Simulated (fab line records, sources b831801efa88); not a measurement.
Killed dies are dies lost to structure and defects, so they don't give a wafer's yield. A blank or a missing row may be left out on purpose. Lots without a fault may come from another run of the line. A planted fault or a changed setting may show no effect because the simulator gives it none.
Chamber matching ; flow gf180mcu ; 4 sister chambers for GF_V4_ETCH_16 on rie diel-03
The step etches BARC in N2/H2. 8 wafers are shown with their chamber, then 7 later ones without.

## WAFERS WITH THEIR CHAMBER
wafer;chamber;drypump motor current A (A);rf fwd power W (W)
L080.4;0;5.7;497.6
L083.4;3;6.6;491.5
L084.4;1;5.9;493.8
L090.2;2;5.7;495.6
L090.5;3;6.6;493.3
L090.6;2;5.8;494.8
L091.1;0;5.7;492.9
L091.2;1;6.0;496.4

## WAFERS WITHOUT THEIR CHAMBER
wafer;drypump motor current A (A);rf fwd power W (W)
L091.3;5.7;496.6
L095.1;6.6;489.8
L095.5;5.7;495.3
L095.6;5.9;498.4
L096.2;5.7;498.6
L096.3;5.7;495.7
L096.5;5.7;496.5

## EACH ONE'S CHAMBER
wafer;from the rows above;in truth
L091.3;can't be placed: 0 or 2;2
L095.1;3;3
L095.5;can't be placed: 0 or 2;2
L095.6;can't be placed: 1 or 2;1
L096.2;can't be placed: 0 or 2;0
L096.3;can't be placed: 0 or 2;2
L096.5;can't be placed: 0 or 2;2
Correctly placed: 1 of 7. Can't be placed from these rows: 6 (the true chamber is among the candidates in 6). Wrongly placed: 0.
How it was worked out, from the rows above alone: a wafer's distance from a chamber is the root of the sum, over the readings, of the square of ((its reading less the chamber's mean) divided by the reading's scatter). If the next closest chamber is less than 2 further off than the closest, the wafer can't be placed; otherwise it belongs to the closest. Each chamber's mean is taken over the wafers shown for it. The scatter: the root of (the sum of the squares of (reading less its chamber's mean) over the shown wafers, divided by (wafers less chambers)).
